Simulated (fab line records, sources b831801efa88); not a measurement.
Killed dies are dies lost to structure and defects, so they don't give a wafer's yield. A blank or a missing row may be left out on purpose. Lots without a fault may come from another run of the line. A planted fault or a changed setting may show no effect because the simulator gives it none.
fab line records | flow gf180mcu
record lots=5 wafers=15 last_day=33
route steps=602 shown NWELL@44 LVPWELL@54 MVSD@66 MVPSD@78
lots that met no fault: from a run of the same line without faults
start_h: hours from the record's first day to the start of the lot's first wafer shown | wait_h: hours since the lot's step before | " the same as in the row above | L1.1+2: a row that stands for several wafers | - no value, or no start given | * or withheld: withheld | < > ~ a bound
route shown NAME@n: a module of which the file shows steps, and the number in the route of the first | usual: mean/standard deviation of fault-free wafers | same: alike in all rows | chamber/n: place in a boat | sites: the reading at each site | _std_site: their standard deviation | _edge_site: outer sites' mean less inner sites' | radius_mm: how far each site lies from the wafer's centre | mask NAME#n: copy n | behind: the tool/chamber that last shaped the wafer | hold: why the lot was held/for how many hours/how that ended | device: the transistor (n, p or np) that didn't switch | end of line: the same wafers' tests at the end of the route | a step without rows: its recipe alone | killed: dies lost to structure and defects at the first sort, not the wafer's yield | map: a wafer's dies, x killed, . not, _ none there
set.NAME: the setting as run; set.NAME@STEP: as run at that earlier step | model.NAME: the simulator's own value behind a step, which no gauge read
lots at some steps of the route; a table a step, a row a wafer
services: from which hour (start_h, from the record's first day; less than 0 if before it) a tool's chamber was out of use, for how many hours, and why
## steps
# step GF_NWELL_COAT_02
# recipe spin_rpm=2000 resist_thk_nm=3000
# usual resist_line_temp_C=23.03/0.099
# columns lot.wafer tool chamber start_h wait_h resist_line_temp_C
L079.2 litho_track-03 0 77.51 0.1 23.11
L079.5 " 0 " " 23.01
L079.6 " 0 " " 22.95
L082.3 litho_track-03 0 90.43 0.1 23.10
L082.4 " 0 " " 23.01
L082.5 " 0 " " 22.98
L085.3 litho_track-02 0 108.04 0.1 22.95
L085.4 " 0 " " 22.90
L085.6 " 0 " " 23.07
L087.2 litho_track-02 0 117.76 0.1 23.07
L087.5 " 0 " " 23.01
L087.6 " 0 " " 22.85
L091.1 litho_track-04 0 140.86 0.1 23.16
L091.2 " 0 " " 23.06
L091.5 " 0 " " 22.94
# step GF_NWELL_SOFTBAKE_03
# recipe temp_c=110 time_s=withheld
# usual resist_line_temp_C=22.99/0.11
# columns lot.wafer tool chamber start_h wait_h resist_line_temp_C
L079.2 litho_track-03 0 77.67 0.1 22.75
L079.5 " 0 " " 22.80
L079.6 " 0 " " 22.80
L082.3 litho_track-03 0 90.60 0.1 23.04
L082.4 " 0 " " 22.99
L082.5 " 0 " " 23.12
L085.3 litho_track-02 0 108.20 0.1 23.10
L085.4 " 0 " " 22.87
L085.6 " 0 " " 23.07
L087.2 litho_track-02 0 117.92 0.1 22.90
L087.5 " 0 " " 22.92
L087.6 " 0 " " 22.96
L091.1 litho_track-04 0 141.01 0.1 23.20
L091.2 " 0 " " 23.18
L091.5 " 0 " " 23.08
# step GF_NWELL_EXPOSE_04
# recipe mask_id=Nwell target_cd_nm=860 na=0.6 source_shape=conventional sigma_outer=0.6 dose_mj=260
# usual reticle_temp_C=22.99/0.11
# columns lot.wafer tool chamber start_h wait_h mask reticle_temp_C
L079.2 iline_stepper-02 0 - - Nwell#0 23.15
L079.5 " 0 " " Nwell#0 23.08
L079.6 " 0 " " Nwell#0 23.14
L082.3 iline_stepper-02 0 - - Nwell#0 23.02
L082.4 " 0 " " Nwell#0 23.08
L082.5 " 0 " " Nwell#0 23.02
L085.3 iline_stepper-02 0 - - Nwell#0 23.23
L085.4 " 0 " " Nwell#0 22.84
L085.6 " 0 " " Nwell#0 22.99
L087.2 iline_stepper-01 0 - - Nwell#0 23.05
L087.5 " 0 " " Nwell#0 23.06
L087.6 " 0 " " Nwell#0 22.91
L091.1 iline_stepper-02 0 - - Nwell#0 22.95
L091.2 " 0 " " Nwell#0 23.07
L091.5 " 0 " " Nwell#0 23.04
# step GF_NWELL_PEB_05
# recipe temp_c=115 time_s=withheld
# usual resist_line_temp_C=23.00/0.1
# columns lot.wafer tool chamber start_h wait_h resist_line_temp_C
L079.2 litho_track-03 0 - - 23.04
L079.5 " 0 " " 23.05
L079.6 " 0 " " 22.96
L082.3 litho_track-03 0 - - 23.04
L082.4 " 0 " " 23.10
L082.5 " 0 " " 22.83
L085.3 litho_track-04 0 - - 22.88
L085.4 " 0 " " 22.95
L085.6 " 0 " " 23.12
L087.2 litho_track-04 0 - - 22.88
L087.5 " 0 " " 23.02
L087.6 " 0 " " 22.97
L091.1 litho_track-04 0 - - 22.87
L091.2 " 0 " " 22.80
L091.5 " 0 " " 22.76
# step GF_NWELL_DEVELOP_06
# recipe wall_angle_deg=90 develop_time_s=60 dev_temp_c=23
# usual resist_line_temp_C=23.01/0.1
# columns lot.wafer tool chamber start_h wait_h resist_line_temp_C
L079.2 litho_track-03 0 - - 22.78
L079.5 " 0 " " 22.90
L079.6 " 0 " " 23.01
L082.3 litho_track-03 0 - - 23.02
L082.4 " 0 " " 22.92
L082.5 " 0 " " 22.95
L085.3 litho_track-04 0 - - 23.03
L085.4 " 0 " " 23.06
L085.6 " 0 " " 23.00
L087.2 litho_track-04 0 - - 22.95
L087.5 " 0 " " 23.12
L087.6 " 0 " " 22.96
L091.1 litho_track-04 0 - - 23.09
L091.2 " 0 " " 22.94
L091.5 " 0 " " 22.95
# step GF_NWELL_OVL_MEAS_07
# usual NWELL_OVL=-0.3/1.4
# columns lot.wafer tool chamber start_h wait_h NWELL_OVL[nm]
L079.2 overlay-02 - 84.59 - -2.7
L079.5 " - " " -1.3
L079.6 " - " " -3.0
L082.3 overlay-01 - 97.64 - -0.3
L082.4 " - " " -0.7
L082.5 " - " " -0.2
L085.3 overlay-02 - 114.92 - 1.0
L085.4 " - " " 0.5
L085.6 " - " " -0.9
L087.2 overlay-01 - 125.41 - 0.6
L087.5 " - " " 0.2
L087.6 " - " " 0.5
L091.1 overlay-01 - 148.31 - -0.6
L091.2 " - " " -0.1
L091.5 " - " " 0.5
# step GF_NWELL_IMPLANT_08
# recipe species=P energy_kev=450 dose_cm2=1.5e+13 tilt_deg=0
# columns lot.wafer tool chamber start_h wait_h
L079.2+5+6 implanter-02 0 84.64 0.0
L082.3+4+5 implanter-04 0 97.72 0.1
L085.3+4+6 implanter-01 0 115.00 0.1
L087.2+5+6 implanter-02 0 125.47 0.0
L091.1+2+5 implanter-01 0 148.34 0.0
# step GF_NWELL_IMPLANT_09
# recipe species=P energy_kev=160 dose_cm2=4e+12 tilt_deg=0
# columns lot.wafer tool chamber start_h wait_h
L079.2+5+6 implanter-02 0 84.79 0.1
L082.3+4+5 implanter-04 0 97.87 0.1
L085.3+4+6 implanter-01 0 115.15 0.1
L087.2+5+6 implanter-02 0 125.62 0.1
L091.1+2+5 implanter-01 0 148.49 0.1
# step GF_NWELL_STRIP_10
# recipe chemistry=O2/N2 power_w=1400 pressure_mtorr=1500 platen_temp_c=250 o2_flow_sccm=3000 n2_flow_sccm=300 overash_fraction=0.5
# usual drypump_motor_current_A=5.6/0.41 heater_power_w=356/31 oes_product_au=0.722/0.0047 strip_time_to_endpoint_s=36.96/0.1
# columns lot.wafer tool chamber start_h wait_h drypump_motor_current_A heater_power_w oes_product_au rf_hours_counter_h strip_time_to_endpoint_s
L079.2 plasma_asher-03 1 84.92 0.1 6.0 420 0.714 44 37.13
L079.5 " 1 " " 5.9 416 0.721 - 36.99
L079.6 " 0 " " 6.1 325 0.721 - 37.12
L082.3 plasma_asher-01 1 98.00 0.1 5.6 385 0.730 - 37.02
L082.4 " 0 " " 5.8 307 0.722 - 36.93
L082.5 " 0 " " 5.8 312 0.719 - 36.99
L085.3 plasma_asher-04 1 115.28 0.1 5.8 359 0.727 - 37.11
L085.4 " 0 " " 4.9 347 0.721 - 37.13
L085.6 " 0 " " 4.9 341 0.720 - 37.10
L087.2 plasma_asher-01 0 125.74 0.1 5.8 313 0.720 50 36.89
L087.5 " 1 " " 5.6 382 0.721 - 36.91
L087.6 " 0 " " 5.8 317 0.724 - 36.84
L091.1 plasma_asher-01 0 148.64 0.1 5.8 312 0.724 53 36.84
L091.2 " 1 " " 5.6 386 0.728 53 36.98
L091.5 " 1 " " 5.6 395 0.717 - 37.00
# step GF_NWELL_TW_MEAS_11
# usual NWELL_TW=1576/34
# columns lot.wafer tool chamber start_h wait_h NWELL_TW
L079.2 film_metro-03 - 85.03 0.1 1550
L079.5 " - " " 1540
L079.6 " - " " 1546
L082.3 film_metro-04 - 98.09 0.1 1609
L082.4 " - " " 1604
L082.5 " - " " 1593
L085.3 film_metro-03 - 115.37 0.1 1552
L085.4 " - " " 1557
L085.6 " - " " 1547
L087.2 film_metro-04 - 125.85 0.1 1603
L087.5 " - " " 1593
L087.6 " - " " 1593
L091.1 film_metro-03 - 148.74 0.1 1528
L091.2 " - " " 1527
L091.5 " - " " 1534
# step GF_LVPWELL_DEHYDRATE_00
# recipe temp_c=200 time_s=60
# usual resist_line_temp_C=23.00/0.1
# columns lot.wafer tool chamber start_h wait_h resist_line_temp_C
L079.2 litho_track-04 0 90.93 5.9 22.98
L079.5 " 0 " " 22.95
L079.6 " 0 " " 22.97
L082.3 litho_track-01 0 104.34 6.2 22.96
L082.4 " 0 " " 22.96
L082.5 " 0 " " 23.04
L085.3 litho_track-04 0 122.36 7.0 22.98
L085.4 " 0 " " 23.05
L085.6 " 0 " " 22.98
L087.2 litho_track-02 0 131.86 6.0 22.98
L087.5 " 0 " " 22.99
L087.6 " 0 " " 23.01
L091.1 litho_track-01 0 155.84 7.1 22.82
L091.2 " 0 " " 22.86
L091.5 " 0 " " 22.90
# step GF_LVPWELL_HMDS_01
# recipe prime_time_s=60 prime_temp_c=120
# usual resist_line_temp_C=22.99/0.093
# columns lot.wafer tool chamber start_h wait_h resist_line_temp_C
L079.2 litho_track-04 0 91.08 0.1 22.95
L079.5 " 0 " " 23.02
L079.6 " 0 " " 22.94
L082.3 litho_track-01 0 104.49 0.1 23.08
L082.4 " 0 " " 22.94
L082.5 " 0 " " 23.00
L085.3 litho_track-04 0 122.51 0.1 22.99
L085.4 " 0 " " 22.93
L085.6 " 0 " " 23.08
L087.2 litho_track-02 0 132.01 0.1 23.15
L087.5 " 0 " " 23.05
L087.6 " 0 " " 23.30
L091.1 litho_track-01 0 155.99 0.1 22.78
L091.2 " 0 " " 22.80
L091.5 " 0 " " 22.97
# step GF_LVPWELL_COAT_02
# recipe spin_rpm=2000 resist_thk_nm=3000
# usual resist_line_temp_C=23.00/0.13
# columns lot.wafer tool chamber start_h wait_h resist_line_temp_C
L079.2 litho_track-04 0 91.23 0.1 22.76
L079.5 " 0 " " 22.85
L079.6 " 0 " " 22.83
L082.3 litho_track-01 0 104.64 0.1 22.94
L082.4 " 0 " " 22.86
L082.5 " 0 " " 23.04
L085.3 litho_track-04 0 122.66 0.1 22.92
L085.4 " 0 " " 23.20
L085.6 " 0 " " 23.14
L087.2 litho_track-02 0 132.16 0.1 22.93
L087.5 " 0 " " 23.06
L087.6 " 0 " " 22.91
L091.1 litho_track-01 0 156.14 0.1 22.98
L091.2 " 0 " " 22.99
L091.5 " 0 " " 22.97
# step GF_LVPWELL_SOFTBAKE_03
# recipe temp_c=110 time_s=withheld
# usual resist_line_temp_C=23.00/0.11
# columns lot.wafer tool chamber start_h wait_h resist_line_temp_C
L079.2 litho_track-04 0 91.39 0.1 23.07
L079.5 " 0 " " 23.07
L079.6 " 0 " " 23.09
L082.3 litho_track-01 0 104.81 0.1 23.01
L082.4 " 0 " " 23.10
L082.5 " 0 " " 22.94
L085.3 litho_track-04 0 122.83 0.1 22.97
L085.4 " 0 " " 22.86
L085.6 " 0 " " 22.84
L087.2 litho_track-02 0 132.32 0.1 22.72
L087.5 " 0 " " 22.80
L087.6 " 0 " " 22.99
L091.1 litho_track-01 0 156.29 0.1 23.00
L091.2 " 0 " " 22.93
L091.5 " 0 " " 23.02
# step GF_LVPWELL_EXPOSE_04
# recipe mask_id=LVPWELL target_cd_nm=600 na=0.6 source_shape=conventional sigma_outer=0.6 dose_mj=260
# usual reticle_temp_C=23.00/0.11
# columns lot.wafer tool chamber start_h wait_h mask reticle_temp_C
L079.2 iline_stepper-02 0 - - LVPWELL#0 23.05
L079.5 " 0 " " LVPWELL#0 23.12
L079.6 " 0 " " LVPWELL#0 23.01
L082.3 iline_stepper-02 0 - - LVPWELL#0 22.85
L082.4 " 0 " " LVPWELL#0 22.92
L082.5 " 0 " " LVPWELL#0 22.87
L085.3 iline_stepper-01 0 - - LVPWELL#0 23.05
L085.4 " 0 " " LVPWELL#0 22.98
L085.6 " 0 " " LVPWELL#0 23.32
L087.2 iline_stepper-02 0 - - LVPWELL#0 22.98
L087.5 " 0 " " LVPWELL#0 23.10
L087.6 " 0 " " LVPWELL#0 23.03
L091.1 iline_stepper-01 0 - - LVPWELL#0 22.90
L091.2 " 0 " " LVPWELL#0 23.00
L091.5 " 0 " " LVPWELL#0 22.92
# step GF_LVPWELL_PEB_05
# recipe temp_c=115 time_s=withheld
# usual resist_line_temp_C=22.98/0.12
# columns lot.wafer tool chamber start_h wait_h resist_line_temp_C
L079.2 litho_track-04 0 - - 23.09
L079.5 " 0 " " 22.99
L079.6 " 0 " " 23.04
L082.3 litho_track-01 0 - - 22.92
L082.4 " 0 " " 22.89
L082.5 " 0 " " 22.96
L085.3 litho_track-01 0 - - 22.96
L085.4 " 0 " " 22.99
L085.6 " 0 " " 23.07
L087.2 litho_track-01 0 - - 22.94
L087.5 " 0 " " 22.84
L087.6 " 0 " " 23.07
L091.1 litho_track-02 0 - - 23.15
L091.2 " 0 " " 23.02
L091.5 " 0 " " 22.85
# step GF_LVPWELL_DEVELOP_06
# recipe wall_angle_deg=90 develop_time_s=60 dev_temp_c=23
# usual resist_line_temp_C=23.01/0.11
# columns lot.wafer tool chamber start_h wait_h resist_line_temp_C
L079.2 litho_track-04 0 - - 23.09
L079.5 " 0 " " 23.10
L079.6 " 0 " " 22.93
L082.3 litho_track-01 0 - - 23.30
L082.4 " 0 " " 23.21
L082.5 " 0 " " 23.05
L085.3 litho_track-01 0 - - 23.12
L085.4 " 0 " " 23.08
L085.6 " 0 " " 23.02
L087.2 litho_track-01 0 - - 22.79
L087.5 " 0 " " 22.96
L087.6 " 0 " " 23.06
L091.1 litho_track-02 0 - - 22.95
L091.2 " 0 " " 23.03
L091.5 " 0 " " 23.12
# step GF_LVPWELL_OVL_MEAS_07
# usual LVPWELL_OVL=0.3/1.6
# columns lot.wafer tool chamber start_h wait_h LVPWELL_OVL[nm]
L079.2 overlay-02 - 98.37 - 3.1
L079.5 " - " " 1.9
L079.6 " - " " 1.6
L082.3 overlay-01 - 112.06 - -0.7
L082.4 " - " " 0.3
L082.5 " - " " -0.8
L085.3 overlay-02 - 130.01 - 0.9
L085.4 " - " " -1.1
L085.6 " - " " 2.1
L087.2 overlay-02 - 140.35 - 3.8
L087.5 " - " " 0.7
L087.6 " - " " 3.1
L091.1 overlay-01 - 164.09 - -1.5
L091.2 " - " " -1.2
L091.5 " - " " -3.1
# step GF_LVPWELL_IMPLANT_08
# recipe species=B energy_kev=170 dose_cm2=1.5e+13 tilt_deg=0
# columns lot.wafer tool chamber start_h wait_h
L079.2+5+6 implanter-03 0 98.42 0.0
L082.3+4+5 implanter-04 0 112.13 0.1
L085.3+4+6 implanter-03 0 130.08 0.1
L087.2+5+6 implanter-04 0 140.40 0.0
L091.1+2+5 implanter-03 0 164.12 0.0
# step GF_LVPWELL_IMPLANT_09
# recipe species=B energy_kev=60 dose_cm2=5e+12 tilt_deg=0
# columns lot.wafer tool chamber start_h wait_h
L079.2+5+6 implanter-03 0 98.57 0.1
L082.3+4+5 implanter-04 0 112.28 0.1
L085.3+4+6 implanter-03 0 130.23 0.1
L087.2+5+6 implanter-04 0 140.55 0.1
L091.1+2+5 implanter-03 0 164.27 0.1
# step GF_LVPWELL_STRIP_10
# recipe chemistry=O2/N2 power_w=1400 pressure_mtorr=1500 platen_temp_c=250 o2_flow_sccm=3000 n2_flow_sccm=300 overash_fraction=0.5
# usual drypump_motor_current_A=5.7/0.36 heater_power_w=353/23 oes_product_au=0.723/0.0041 strip_time_to_endpoint_s=37.00/0.11
# columns lot.wafer tool chamber start_h wait_h drypump_motor_current_A heater_power_w oes_product_au rf_hours_counter_h strip_time_to_endpoint_s
L079.2 plasma_asher-02 0 98.70 0.1 6.0 365 0.720 28 36.90
L079.5 " 1 " " 5.6 327 0.718 - 37.03
L079.6 " 0 " " 6.0 357 0.729 - 36.89
L082.3 plasma_asher-02 1 112.41 0.1 5.6 330 0.727 - 36.97
L082.4 " 0 " " 6.0 362 0.719 - 37.02
L082.5 " 1 " " 5.6 328 0.723 - 37.02
L085.3 plasma_asher-02 0 130.36 0.1 6.0 362 0.722 - 36.97
L085.4 " 1 " " 5.6 330 0.731 - 37.06
L085.6 " 1 " " 5.6 334 0.715 - 37.00
L087.2 plasma_asher-02 0 140.68 0.1 5.9 360 0.716 32 36.91
L087.5 " 0 " " 5.9 361 0.727 - 36.94
L087.6 " 1 " " 5.6 328 0.725 - 36.90
L091.1 plasma_asher-03 0 164.42 0.1 6.1 350 0.715 5 36.98
L091.2 " 1 " " 6.0 411 0.731 5 37.00
L091.5 " 0 " " 6.1 343 0.726 - 36.96
# step GF_LVPWELL_TW_MEAS_11
# usual LVPWELL_TW=567/11
# columns lot.wafer tool chamber start_h wait_h LVPWELL_TW
L079.2 film_metro-04 - 98.81 0.1 569
L079.5 " - " " 569
L079.6 " - " " 568
L082.3 film_metro-02 - 112.50 0.1 571
L082.4 " - " " 574
L082.5 " - " " 572
L085.3 film_metro-03 - 130.50 0.1 553
L085.4 " - " " 555
L085.6 " - " " 551
L087.2 film_metro-02 - 140.79 0.1 574
L087.5 " - " " 575
L087.6 " - " " 573
L091.1 film_metro-04 - 164.52 0.1 567
L091.2 " - " " 567
L091.5 " - " " 566
# step GF_MVSD_DEHYDRATE_00
# recipe temp_c=200 time_s=60
# usual resist_line_temp_C=22.99/0.096
# columns lot.wafer tool chamber start_h wait_h resist_line_temp_C
L079.2 litho_track-04 0 105.13 6.3 22.94
L079.5 " 0 " " 23.11
L079.6 " 0 " " 22.86
L082.3 litho_track-03 0 119.18 6.7 22.87
L082.4 " 0 " " 22.96
L082.5 " 0 " " 23.05
L085.3 litho_track-03 0 137.18 6.7 22.99
L085.4 " 0 " " 23.08
L085.6 " 0 " " 22.99
L087.2 litho_track-03 0 147.66 6.9 23.14
L087.5 " 0 " " 23.15
L087.6 " 0 " " 22.95
L091.1 litho_track-04 0 171.01 6.5 23.01
L091.2 " 0 " " 22.97
L091.5 " 0 " " 22.85
# step GF_MVSD_HMDS_01
# recipe prime_time_s=60 prime_temp_c=120
# usual resist_line_temp_C=22.98/0.1
# columns lot.wafer tool chamber start_h wait_h resist_line_temp_C
L079.2 litho_track-04 0 105.28 0.1 22.95
L079.5 " 0 " " 23.07
L079.6 " 0 " " 23.03
L082.3 litho_track-03 0 119.33 0.1 22.83
L082.4 " 0 " " 22.90
L082.5 " 0 " " 23.00
L085.3 litho_track-03 0 137.33 0.1 23.12
L085.4 " 0 " " 23.05
L085.6 " 0 " " 22.92
L087.2 litho_track-03 0 147.81 0.1 23.10
L087.5 " 0 " " 23.07
L087.6 " 0 " " 22.93
L091.1 litho_track-04 0 171.16 0.1 22.98
L091.2 " 0 " " 23.09
L091.5 " 0 " " 23.18
# step GF_MVSD_COAT_02
# recipe spin_rpm=2000 resist_thk_nm=3000
# usual resist_line_temp_C=23.03/0.11
# columns lot.wafer tool chamber start_h wait_h resist_line_temp_C
L079.2 litho_track-04 0 105.43 0.1 23.04
L079.5 " 0 " " 22.91
L079.6 " 0 " " 23.01
L082.3 litho_track-03 0 119.48 0.1 22.98
L082.4 " 0 " " 22.85
L082.5 " 0 " " 22.71
L085.3 litho_track-03 0 137.48 0.1 23.04
L085.4 " 0 " " 23.09
L085.6 " 0 " " 23.04
L087.2 litho_track-03 0 147.96 0.1 22.88
L087.5 " 0 " " 23.06
L087.6 " 0 " " 22.98
L091.1 litho_track-04 0 171.31 0.1 23.22
L091.2 " 0 " " 23.09
L091.5 " 0 " " 22.87
# step GF_MVSD_SOFTBAKE_03
# recipe temp_c=110 time_s=withheld
# usual resist_line_temp_C=23.01/0.11
# columns lot.wafer tool chamber start_h wait_h resist_line_temp_C
L079.2 litho_track-04 0 105.59 0.1 22.89
L079.5 " 0 " " 22.97
L079.6 " 0 " " 22.96
L082.3 litho_track-03 0 119.65 0.1 23.01
L082.4 " 0 " " 23.12
L082.5 " 0 " " 23.06
L085.3 litho_track-03 0 137.65 0.1 23.01
L085.4 " 0 " " 22.90
L085.6 " 0 " " 22.97
L087.2 litho_track-03 0 148.11 0.1 22.88
L087.5 " 0 " " 22.85
L087.6 " 0 " " 22.89
L091.1 litho_track-04 0 171.46 0.1 23.03
L091.2 " 0 " " 22.98
L091.5 " 0 " " 22.98
# step GF_MVSD_EXPOSE_04
# recipe mask_id=MVSD target_cd_nm=1000 na=0.6 source_shape=conventional sigma_outer=0.6 dose_mj=260
# usual reticle_temp_C=23.00/0.097
# columns lot.wafer tool chamber start_h wait_h mask reticle_temp_C
L079.2 iline_stepper-02 0 - - MVSD#0 22.92
L079.5 " 0 " " MVSD#0 22.98
L079.6 " 0 " " MVSD#0 22.98
L082.3 iline_stepper-01 0 - - MVSD#0 23.11
L082.4 " 0 " " MVSD#0 22.99
L082.5 " 0 " " MVSD#0 22.96
L085.3 iline_stepper-01 0 - - MVSD#0 23.02
L085.4 " 0 " " MVSD#0 22.96
L085.6 " 0 " " MVSD#0 22.95
L087.2 iline_stepper-02 0 - - MVSD#0 23.15
L087.5 " 0 " " MVSD#0 22.93
L087.6 " 0 " " MVSD#0 23.11
L091.1 iline_stepper-01 0 - - MVSD#0 22.89
L091.2 " 0 " " MVSD#0 22.80
L091.5 " 0 " " MVSD#0 22.97
# step GF_MVSD_PEB_05
# recipe temp_c=115 time_s=withheld
# usual resist_line_temp_C=22.97/0.12
# columns lot.wafer tool chamber start_h wait_h resist_line_temp_C
L079.2 litho_track-03 0 - - 22.86
L079.5 " 0 " " 22.93
L079.6 " 0 " " 22.83
L082.3 litho_track-04 0 - - 23.02
L082.4 " 0 " " 22.92
L082.5 " 0 " " 22.87
L085.3 litho_track-04 0 - - 22.99
L085.4 " 0 " " 23.07
L085.6 " 0 " " 23.10
L087.2 litho_track-03 0 - - 22.94
L087.5 " 0 " " 23.00
L087.6 " 0 " " 22.93
L091.1 litho_track-03 0 - - 22.96
L091.2 " 0 " " 22.91
L091.5 " 0 " " 23.06
# step GF_MVSD_DEVELOP_06
# recipe wall_angle_deg=90 develop_time_s=60 dev_temp_c=23
# usual resist_line_temp_C=23.00/0.1
# columns lot.wafer tool chamber start_h wait_h resist_line_temp_C
L079.2 litho_track-03 0 - - 23.05
L079.5 " 0 " " 22.95
L079.6 " 0 " " 22.92
L082.3 litho_track-04 0 - - 23.06
L082.4 " 0 " " 23.13
L082.5 " 0 " " 22.90
L085.3 litho_track-04 0 - - 23.08
L085.4 " 0 " " 23.15
L085.6 " 0 " " 23.15
L087.2 litho_track-03 0 - - 22.99
L087.5 " 0 " " 22.88
L087.6 " 0 " " 23.14
L091.1 litho_track-03 0 - - 23.00
L091.2 " 0 " " 23.19
L091.5 " 0 " " 23.03
# step GF_MVSD_OVL_MEAS_07
# usual MVSD_OVL=0.4/1.2
# columns lot.wafer tool chamber start_h wait_h MVSD_OVL[nm]
L079.2 overlay-01 - 112.64 - 1.9
L079.5 " - " " 0.6
L079.6 " - " " 1.3
L082.3 overlay-02 - 127.57 - 0.7
L082.4 " - " " -1.0
L082.5 " - " " 2.5
L085.3 overlay-01 - 145.77 - -0.5
L085.4 " - " " 1.7
L085.6 " - " " -0.4
L087.2 overlay-02 - 155.64 - -0.8
L087.5 " - " " 1.0
L087.6 " - " " -0.7
L091.1 overlay-01 - 180.18 - 0.1
L091.2 " - " " 1.4
L091.5 " - " " 0.3
# step GF_MVSD_IMPLANT_08
# recipe species=P energy_kev=400 dose_cm2=1.6e+13 tilt_deg=0
# columns lot.wafer tool chamber start_h wait_h
L079.2+5+6 implanter-02 0 112.69 0.0
L082.3+4+5 implanter-02 0 127.64 0.1
L085.3+4+6 implanter-01 0 145.84 0.1
L087.2+5+6 implanter-01 0 155.69 0.0
L091.1+2+5 implanter-01 0 180.22 0.0
# step GF_MVSD_IMPLANT_09
# recipe species=P energy_kev=100 dose_cm2=5e+12 tilt_deg=0
# columns lot.wafer tool chamber start_h wait_h
L079.2+5+6 implanter-02 0 112.84 0.1
L082.3+4+5 implanter-02 0 127.79 0.1
L085.3+4+6 implanter-01 0 145.99 0.1
L087.2+5+6 implanter-01 0 155.84 0.1
L091.1+2+5 implanter-01 0 180.37 0.1
# step GF_MVSD_STRIP_10
# recipe chemistry=O2/N2 power_w=1400 pressure_mtorr=1500 platen_temp_c=250 o2_flow_sccm=3000 n2_flow_sccm=300 overash_fraction=0.5
# usual drypump_motor_current_A=5.6/0.33 heater_power_w=350/26 oes_product_au=0.722/0.0044 strip_time_to_endpoint_s=37.03/0.094
# columns lot.wafer tool chamber start_h wait_h drypump_motor_current_A heater_power_w oes_product_au rf_hours_counter_h strip_time_to_endpoint_s
L079.2 plasma_asher-02 0 112.97 0.1 5.9 361 0.720 30 36.92
L079.5 " 0 " " 5.9 370 0.727 - 36.97
L079.6 " 1 " " 5.6 320 0.726 - 36.95
L082.3 plasma_asher-01 1 127.93 0.1 5.6 389 0.721 - 37.22
L082.4 " 0 " " 5.8 307 0.716 - 37.17
L082.5 " 1 " " 5.6 385 0.728 - 37.13
L085.3 plasma_asher-04 0 146.13 0.1 4.9 349 0.723 - 37.10
L085.4 " 1 " " 5.8 367 0.726 - 37.05
L085.6 " 1 " " 5.8 364 0.725 - 37.06
L087.2 plasma_asher-02 0 155.97 0.1 5.9 365 0.723 34 37.04
L087.5 " 1 " " 5.6 332 0.713 - 37.01
L087.6 " 0 " " 5.9 359 0.717 - 37.07
L091.1 plasma_asher-04 1 180.52 0.1 5.8 362 0.722 52 37.07
L091.2 " 0 " " 4.9 359 0.719 52 37.05
L091.5 " 1 " " 5.8 361 0.717 - 37.05
# step GF_MVSD_TW_MEAS_11
# usual MVSD_TW=1584/33
# columns lot.wafer tool chamber start_h wait_h MVSD_TW
L079.2 film_metro-02 - 113.08 0.1 1611
L079.5 " - " " 1613
L079.6 " - " " 1619
L082.3 film_metro-02 - 128.01 0.1 1629
L082.4 " - " " 1623
L082.5 " - " " 1616
L085.3 film_metro-04 - 146.21 0.1 1608
L085.4 " - " " 1603
L085.6 " - " " 1596
L087.2 film_metro-03 - 156.08 0.1 1525
L087.5 " - " " 1533
L087.6 " - " " 1533
L091.1 film_metro-04 - 180.62 0.1 1617
L091.2 " - " " 1618
L091.5 " - " " 1622
# step GF_MVPSD_DEHYDRATE_00
# recipe temp_c=200 time_s=60
# usual resist_line_temp_C=23.02/0.12
# columns lot.wafer tool chamber start_h wait_h resist_line_temp_C
L079.2 litho_track-03 0 119.81 6.7 23.11
L079.5 " 0 " " 23.03
L079.6 " 0 " " 23.09
L082.3 litho_track-02 0 134.39 6.4 23.11
L082.4 " 0 " " 22.92
L082.5 " 0 " " 22.95
L085.3 litho_track-03 0 152.98 6.8 23.15
L085.4 " 0 " " 23.29
L085.6 " 0 " " 23.21
L087.2 litho_track-01 0 163.67 7.6 23.16
L087.5 " 0 " " 22.97
L087.6 " 0 " " 23.07
L091.1 litho_track-02 0 188.48 7.9 23.05
L091.2 " 0 " " 22.97
L091.5 " 0 " " 23.02
# step GF_MVPSD_HMDS_01
# recipe prime_time_s=60 prime_temp_c=120
# usual resist_line_temp_C=22.99/0.1
# columns lot.wafer tool chamber start_h wait_h resist_line_temp_C
L079.2 litho_track-03 0 119.96 0.1 22.86
L079.5 " 0 " " 22.90
L079.6 " 0 " " 22.73
L082.3 litho_track-02 0 134.54 0.1 23.03
L082.4 " 0 " " 23.00
L082.5 " 0 " " 23.08
L085.3 litho_track-03 0 153.13 0.1 22.98
L085.4 " 0 " " 22.99
L085.6 " 0 " " 23.05
L087.2 litho_track-01 0 163.82 0.1 23.08
L087.5 " 0 " " 22.84
L087.6 " 0 " " 22.95
L091.1 litho_track-02 0 188.63 0.1 23.03
L091.2 " 0 " " 22.98
L091.5 " 0 " " 22.95
# step GF_MVPSD_COAT_02
# recipe spin_rpm=2000 resist_thk_nm=3000
# usual resist_line_temp_C=23.00/0.1
# columns lot.wafer tool chamber start_h wait_h resist_line_temp_C
L079.2 litho_track-03 0 120.11 0.1 22.85
L079.5 " 0 " " 23.14
L079.6 " 0 " " 23.05
L082.3 litho_track-02 0 134.69 0.1 23.02
L082.4 " 0 " " 23.10
L082.5 " 0 " " 22.84
L085.3 litho_track-03 0 153.28 0.1 22.97
L085.4 " 0 " " 22.98
L085.6 " 0 " " 23.07
L087.2 litho_track-01 0 163.97 0.1 22.91
L087.5 " 0 " " 22.99
L087.6 " 0 " " 22.82
L091.1 litho_track-02 0 188.78 0.1 23.06
L091.2 " 0 " " 22.87
L091.5 " 0 " " 23.13
## services
# columns tool chamber start_h hours kind
implanter-01 - 55.48 0.7 repair
litho_track-04 - 101.84 - consumable_replace:filter
plasma_asher-03 - 108.75 9.0 pm
plasma_asher-03 0 108.75 9.0 vent_cycle
plasma_asher-03 1 108.75 9.0 vent_cycle
plasma_asher-02 - 116.46 1.2 repair
plasma_asher-03 - 117.75 2.8 pm
plasma_asher-03 0 117.75 - clean
plasma_asher-03 1 117.75 - clean
iline_stepper-02 - 118.53 1.7 pm
implanter-01 - 134.54 3.4 repair
plasma_asher-02 - 143.05 2.8 pm
iline_stepper-02 - 149.24 1.6 repair
implanter-02 - 150.70 3.6 repair
plasma_asher-01 - 166.64 2.8 pm
iline_stepper-02 0 177.11 - calibration
plasma_asher-01 - 179.15 2.4 repair
implanter-01 - 181.90 15.5 repair
plasma_asher-01 - 183.25 3.4 repair
iline_stepper-01 - 183.86 10.9 repair
implanter-03 - 184.09 3.6 repair
## key
fault none
